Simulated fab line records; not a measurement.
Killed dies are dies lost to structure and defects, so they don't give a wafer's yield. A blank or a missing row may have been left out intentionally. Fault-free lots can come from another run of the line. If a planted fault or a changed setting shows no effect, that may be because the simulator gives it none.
What tool caused it? ; flow sky130 ; 12 lots with 36 wafers sampled at 2 steps, on a route of 708 steps

WHAT EACH GAUGE READ, for each wafer
SKY_METAL1_OVL_MEAS_16.
lot;measured;on;METAL1_OVL (nm)
L075;day 34 07:00;overlay-02;-4 -2 5
L077;day 35 06:11;overlay-01;-2 1 8
L079;day 35 12:41;overlay-01;-10 7 -10
L081;day 36 14:23;overlay-02;7 -3 2
L083;day 36 19:32;overlay-02;-4 -3 5
L085;day 37 17:34;overlay-02;6 5 12
L087;day 38 02:53;overlay-02;1 5 6
L089;day 38 19:07;overlay-02;-5 7 -6
L091;day 39 04:32;overlay-02;-3 9 -3
L093;day 39 19:53;overlay-01;9 13 5
L095;day 40 13:47;overlay-01;-2 13 1
L097;day 40 23:02;overlay-02;1 -8 7

TOOL THAT RAN EACH LOT (tool first, then ch and the chambers of the sampled wafers, then the start)
lot;SKY_CONTACT_CMP_27
L075;cmp-02 ch 0,2,3, day 33 02:42
L077;cmp-02 ch 0,1,3, day 34 02:11
L079;cmp-02 ch 1,2, day 34 09:09
L081;cmp-02 ch 2,3, day 35 10:18
L083;cmp-01 ch 0,1,3, day 35 16:20
L085;cmp-01 ch 0,2,3, day 36 14:54
L087;cmp-01 ch 2,3, day 36 23:45
L089;cmp-01 ch 1,2,3, day 37 16:34
L091;cmp-02 ch 1,2, day 38 01:59
L093;cmp-01 ch 0,1,2, day 38 16:56
L095;cmp-02 ch 2,3, day 39 12:20
L097;cmp-01 ch 0,1,2, day 39 21:43
- SKY_CONTACT_CMP_27: polishes, stops on SiO2, t overpolish 15 s, target thk 0 nm.

THE ANSWER, worked out from the rows above alone
Rule: usual is defined by the lots themselves. The widest of any qualifying gaps counts: lots, ordered by their means at a reading, are off when they make up no more than a third of the lots, leave a main group of 4 or more, and stand apart from it by 3 or more times the standard deviation of that group's means. A main group whose means are all the same, to the digits that the tables above print for the reading, isn't used. A lot without any number at a reading at which 4 lots or more have one is off too. Any other lot the step has rows for is counted as sound.
No lot is off at any reading shown: from this, nothing can be told.

WHAT THE SIMULATOR HAD PUT IN
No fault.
